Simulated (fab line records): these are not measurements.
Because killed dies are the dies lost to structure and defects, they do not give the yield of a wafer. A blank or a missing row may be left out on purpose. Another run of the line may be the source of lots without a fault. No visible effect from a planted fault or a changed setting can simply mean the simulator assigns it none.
A struck lot beside a sound one -- flow sfqLine -- 14 out of 325 route steps
Sound: the wafers L931.3, L931.4, L931.6. Struck: wafer L941.5 (L941.3, L941.4, from the same lot, were not struck and are left out); the cause is given at the end.
At each step with rows: each side's tool, then ch and its chambers, then its first start. Under that, the readings that differ: sound wafers -- struck wafers -- difference of the means -- sigmas: that difference in standard deviations of wafers without a fault.
alike: readings with means less than 2 such deviations apart, plus words and numbers identical on both sides. not compared: withheld readings, readings lacking a value on some wafer, bounds such as >300 that could conceal the same value, and numbers that have no deviation in the record and whose values overlap.
Wherever a step has rows on one side only, a row that says differs or no value, or a row with sigmas, the two part there. Numbers that don't overlap but have no deviation are shown without sigmas and don't part them. A reading missing from all wafers of one side parts the sides only when that side holds two or more wafers.

first, 6 steps without rows for these wafers: SFQ_TRILAYER_M2_LITHO_COAT_062 (resist thk 62 nm); SFQ_TRILAYER_M2_LITHO_COAT_057 (resist thk 600 nm); SFQ_TRILAYER_M2_LITHO_SOFTBAKE_061; SFQ_TRILAYER_M2_LITHO_EXPOSE_058 (exposes mask M2, target cd 500 nm); SFQ_TRILAYER_M2_LITHO_PEB_060 (peb time 60 s); SFQ_TRILAYER_M2_LITHO_DEVELOP_059 (time 60 s).
SFQ_M2_OVL_MEAS_916:
  sound on overlay-02, day 28 04:49; struck on overlay-02, day 31 23:04
  alike: M2_OVL
SFQ_TRILAYER_M2_BARC_OPEN_METAL_ETCH_077: etches BARC in O2, target depth 125 nm, time 41.7 s.
  sound on rieMetal-03 ch 0,1, day 28 04:51; struck on rieMetal-04 ch 1, day 31 23:07
reading,sound,struck,difference,sigmas
drypumpMotorCurrentA (A),5.6 4.9 4.9,6.2,+1.1,+2
rfFwdPowerW (W),592.6 595.9 595.6,589.3,-5.4,-2
  alike: oesProductAu
  not compared: rfHoursCounterH
SFQ_TRILAYER_M2_ETCH_METAL_ETCH_060: etches Nb in Cl2/Ar, stops on SiO2, target depth 240 nm, time 120 s.
  sound on rieMetal-03 ch 0,1, day 28 04:56; struck on rieMetal-04 ch 1, day 31 23:11
reading,sound,struck,difference,sigmas
drypumpMotorCurrentA (A),5.6 4.9 4.9,6.2,+1.1,+2
  alike: oesProductAu, rfFwdPowerW
  not compared: rfHoursCounterH
SFQ_TRILAYER_M2_STRIP_STRIP_061: strips in O2.
  sound on rieMetal-03 ch 0,1, day 28 05:13; struck on rieMetal-04 ch 1, day 31 23:28
reading,sound,struck,difference,sigmas
drypumpMotorCurrentA (A),5.6 4.9 4.9,6.2,+1.1,+2
  alike: oesProductAu
  not compared: rfHoursCounterH
then, 1 step without rows for these wafers: SFQ_TRILAYER_M2_STRIP_SOLV_CLEAN_062 (cleans in NMP, time 600 s).
SFQ_TRILAYER_I2_DEP_PECVD_063: deposits SiO2 from SiH4/N2O, time 111.11 s, target thk 500 nm.
  sound on pecvd-03 ch 0,1, day 28 05:58; struck on pecvd-03 ch 2, day 32 00:04
reading,sound,struck,difference,sigmas
runLengthS (s),139.1 139.1 138.9,155.7,+16.7,+30
model.SiO2_of_TRILAYER_I2_DEP_PECVD_063.thkNm (nm),494 503.3 505.8,579.7,+78.7,
  alike: heaterPowerW, rfFwdPowerW, throttleValvePct
SFQ_TRILAYER_I2_CMP_CMP_064: polishes SiO2.
  sound on cmp-02 ch 1,3, day 28 06:32; struck on cmp-02 ch 2, day 32 09:01
reading,sound,struck,difference,sigmas
timeToEndpointS (s),214 218 219,274,+57,+8
  alike: motorCurrentA
SFQ_I2_BOW_MEAS_917:
  sound on filmMetro-01, day 28 09:05; struck on filmMetro-03, day 32 09:33
  alike: I2_BOW

WHERE THEY PART
First at SFQ_TRILAYER_M2_BARC_OPEN_METAL_ETCH_077; last, within this record, at SFQ_TRILAYER_I2_CMP_CMP_064. Later steps at which nothing parts them and some readings are alike: SFQ_I2_BOW_MEAS_917.

WHY: whatever the simulator had introduced
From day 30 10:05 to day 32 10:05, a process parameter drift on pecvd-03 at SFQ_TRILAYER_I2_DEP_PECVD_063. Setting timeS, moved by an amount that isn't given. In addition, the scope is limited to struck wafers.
